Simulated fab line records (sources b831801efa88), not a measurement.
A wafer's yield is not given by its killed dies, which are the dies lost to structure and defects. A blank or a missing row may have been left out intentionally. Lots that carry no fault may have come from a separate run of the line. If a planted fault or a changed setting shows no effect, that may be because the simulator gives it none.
One fault seen from 2 desks -- flow gf180mcu -- every desk sees just its own numbers, and what lay behind them comes last

THE METROLOGY DESK
Lot by lot, what the gauges showed, no matter which tool ran the lot: averages of those sampled wafers that carry a number. Marked OUT: a lot whose mean sits more than 4 standard deviations from the usual mean, which makes it out of limits; the brackets give that distance.
Columns: A = cd_nm at GF_M5_CD_MEAS_07, usual 279.9 nm; B = V5_OVL at GF_V5_OVL_MEAS_15, usual 0 nm
lot,first seen here,A,B
L262,day 26 07:53,279.2,8
L263,day 26 20:20,280.5,2
L264,day 27 04:35,281.6,-4
L265,day 27 14:18,279.5,0
L267,day 28 07:21,280.4,2
L268,day 28 17:11,280.2,8
L269,day 28 18:13,280.2,7
L270,day 29 06:20,280.0,-2
L272,day 29 18:07,279.1,-8
L275,day 30 12:55,279.8,2
L281,day 32 05:01,280.8,8
L284,day 32 21:23,279.8,-4
L285,day 33 03:49,280.9,6
Finding of this desk: none of the 13 lots has anything out of limits.

THE TOOL OWNER'S DESK: litho_track-03
Per lot that ran on this tool, the mean of the sampled wafers carrying a number, from the tool's own readings at GF_V5_SOFTBAKE_10 (time 60 s). Marked OUT: a lot whose mean sits more than 4 standard deviations from the usual mean, which makes it out of limits; the brackets give that distance.
Columns: A = heater_power_total_W at GF_V5_SOFTBAKE_10, usual 93.06 W; B = resist_line_temp_C at GF_V5_SOFTBAKE_10, usual 22.99 C; C = run_length_s at GF_V5_SOFTBAKE_10, usual 89.05 s
lot,first seen here,A,B,C
L263,day 27 08:00,93.00,22.97,89.07
L267,day 28 18:00,93.09,22.98,89.15
L269,day 29 05:00,93.06,22.92,88.98
L270,day 29 17:00,93.14,22.96,89.17
L272,day 30 04:00,93.09,22.91,89.10
L275,day 30 23:00,96.77 (+59) OUT,23.01,82.27 (-45) OUT
This desk finds L275 out of limits, L275 being first, at day 30 23:00 (heater_power_total_W at GF_V5_SOFTBAKE_10). Within limits: L263, L267, L269, L270, L272.

ALL TOGETHER
On L275, at day 30 23:00, an alarm was possible from the tool owner's desk.
The metrology desk saw nothing out of limits.
The metrology desk holds a record of L275, inside its limits.
GF_V5_SOFTBAKE_10 was run on litho_track-03 by each of the lots named.

WHAT HAD BEEN PUT IN BY THE SIMULATOR
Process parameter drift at GF_V5_SOFTBAKE_10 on litho_track-03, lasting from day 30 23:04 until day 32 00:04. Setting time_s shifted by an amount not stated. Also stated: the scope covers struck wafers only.
Shown lots that were struck: L275.
